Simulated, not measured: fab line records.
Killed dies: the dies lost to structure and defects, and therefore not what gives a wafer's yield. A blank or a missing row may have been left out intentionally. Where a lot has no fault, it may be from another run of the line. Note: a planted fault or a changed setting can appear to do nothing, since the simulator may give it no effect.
Which of the tools did it? ; flow gf180mcu ; 35 wafers from 12 lots sampled at 4 of the route's 602 steps

## WHAT EACH GAUGE READ, for each wafer
GF_V1_THK_MEAS_25: measures by xrf. Usual: V1_W_THK typically reads 350 nm, with standard deviation 7.8.
lot;measured;on;V1_W_THK (nm);flag
L295;day 18 12:50;filmMetro-01;353 356 363;
L297;day 18 22:49;filmMetro-03;351 349 343;
L296;day 19 05:55;filmMetro-04;340 352 349;
L298;day 19 09:34;filmMetro-04;349 348 346;
L307;day 22 22:48;filmMetro-04;357 351;
L309;day 23 13:51;filmMetro-03;339 341 345;
L310;day 23 23:50;filmMetro-04;345 356 354;
L313;day 24 19:53;filmMetro-03;339 340 337;
L314;day 25 10:37;filmMetro-03;337 342 337;
L315;day 25 17:41;filmMetro-03;340 345 342;
L316;day 26 01:25;filmMetro-01;359 354 355;
L317;day 26 05:22;filmMetro-03;337 344 341;

GF_V2_THK_MEAS_03. Usual: V2_CVD_02_THK typically reads 852 nm, with standard deviation 11.
lot;measured;on;V2_CVD_02_THK (nm);flag
L295;day 19 14:41;filmMetro-01;841 849 857;
L297;day 20 00:59;filmMetro-03;838 852 851;
L296;day 20 07:52;filmMetro-03;830 832 851;
L298;day 20 10:32;filmMetro-03;859 855 860;
L307;day 23 22:43;filmMetro-01;827 1205;OFF
L309;day 24 13:50;filmMetro-03;856 876 871;
L310;day 24 23:16;filmMetro-03;841 843 849;
L313;day 25 19:43;filmMetro-02;857 839 840;
L314;day 26 08:42;filmMetro-03;833 860 847;
L315;day 26 16:10;filmMetro-02;852 852 868;
L316;day 27 00:52;filmMetro-03;841 837 854;
L317;day 27 03:35;filmMetro-02;860 880 877;

## WHICH TOOL RAN EACH LOT (tool, then ch and the chambers of the sampled wafers, then the start)
lot;GF_V1_CVD_23;GF_V2_CVD_02
L295;cvdW-02 ch 0,1, day 18 12:37;pecvd-02 ch 0,2, day 19 14:36
L297;cvdW-02 ch 0,1, day 18 22:35;pecvd-02 ch 0,2, day 20 00:55
L296;cvdW-02 ch 0,1, day 19 05:41;pecvd-02 ch 0,1,2, day 20 07:47
L298;cvdW-01 ch 0,1, day 19 09:21;pecvd-02 ch 0,2, day 20 10:27
L307;cvdW-01 ch 1, day 22 22:34;pecvd-01 ch 0,1, day 23 22:39
L309;cvdW-01 ch 0,1, day 23 13:37;pecvd-03 ch 0,1, day 24 13:46
L310;cvdW-02 ch 0,1, day 23 23:37;pecvd-02 ch 0,1,2, day 24 23:11
L313;cvdW-01 ch 0,1, day 24 19:41;pecvd-02 ch 1,2, day 25 19:38
L314;cvdW-01 ch 0,1, day 25 10:25;pecvd-02 ch 0,1,2, day 26 08:37
L315;cvdW-01 ch 1, day 25 17:20;pecvd-03 ch 0,1, day 26 16:05
L316;cvdW-01 ch 1, day 26 01:06;pecvd-02 ch 0,1,2, day 27 00:47
L317;cvdW-01 ch 0,1, day 26 05:09;pecvd-03 ch 0,1,2, day 27 03:29
- GF_V1_CVD_23: deposits W, target thk 350 nm, time 105.05 s.
- GF_V2_CVD_02: deposits SiO2 from TEOS, target thk 850 nm, time 94.851 s.

## AS READ BY THE TOOLS THEMSELVES (means over the sampled wafers that have a number; for cases with no such wafer, the mark the record gives instead)
GF_V1_CVD_23. Usual: chamberPressureTorr 39.99 Torr, standard deviation 0.083; heaterPowerW 912 W, standard deviation 34.
lot;tool;chamberPressureTorr (Torr);heaterPowerW (W);flag
L295;cvdW-02;39.99;933;
L297;cvdW-02;39.92;907;
L296;cvdW-02;40.01;912;
L298;cvdW-01;40.13;884;
L307;cvdW-01;40.05;865;
L309;cvdW-01;39.99;919;
L310;cvdW-02;39.99;901;
L313;cvdW-01;40.02;904;
L314;cvdW-01;39.90;905;
L315;cvdW-01;40.03;872;
L316;cvdW-01;40.01;864;
L317;cvdW-01;39.96;932;

GF_V2_CVD_02. Usual: heaterPowerW at 662 W, with a standard deviation of 100.
lot;tool;heaterPowerW (W);flag
L295;pecvd-02;599;
L297;pecvd-02;577;
L296;pecvd-02;649;
L298;pecvd-02;638;
L307;pecvd-01;716;
L309;pecvd-03;577;
L310;pecvd-02;658;
L313;pecvd-02;621;
L314;pecvd-02;663;
L315;pecvd-03;530;
L316;pecvd-02;599;
L317;pecvd-03;632;

## THE ANSWER, worked out from the rows above alone
Rule: take the mean of a lot's wafers that have a number; if it is more than 3 standard deviations from the usual mean, the lot is off. Also off: a lot with no number at a reading for which 4 or more lots have one. The other lots that the step has rows for count as sound. The gauges are gone through in route order, then the tools' own readings, and for those a lot's mean is taken as printed above. The first step at which some lot is off is used, and at that step the reading that is off furthest; a lot without a number counts as furthest.
Off: L307, seen at GF_V2_THK_MEAS_03 (V2_CVD_02_THK).
If a tool, at a process step before that reading, ran all the lots that are off and no sound lot after the first of them, it fits. Gauges at GF_V2_THK_MEAS_03: tried the same way as those tools. Undecided on this evidence; 2 tools fit (pecvd-01 at GF_V2_CVD_02, filmMetro-01 at GF_V2_THK_MEAS_03).

## WHAT THE SIMULATOR HAD PUT IN
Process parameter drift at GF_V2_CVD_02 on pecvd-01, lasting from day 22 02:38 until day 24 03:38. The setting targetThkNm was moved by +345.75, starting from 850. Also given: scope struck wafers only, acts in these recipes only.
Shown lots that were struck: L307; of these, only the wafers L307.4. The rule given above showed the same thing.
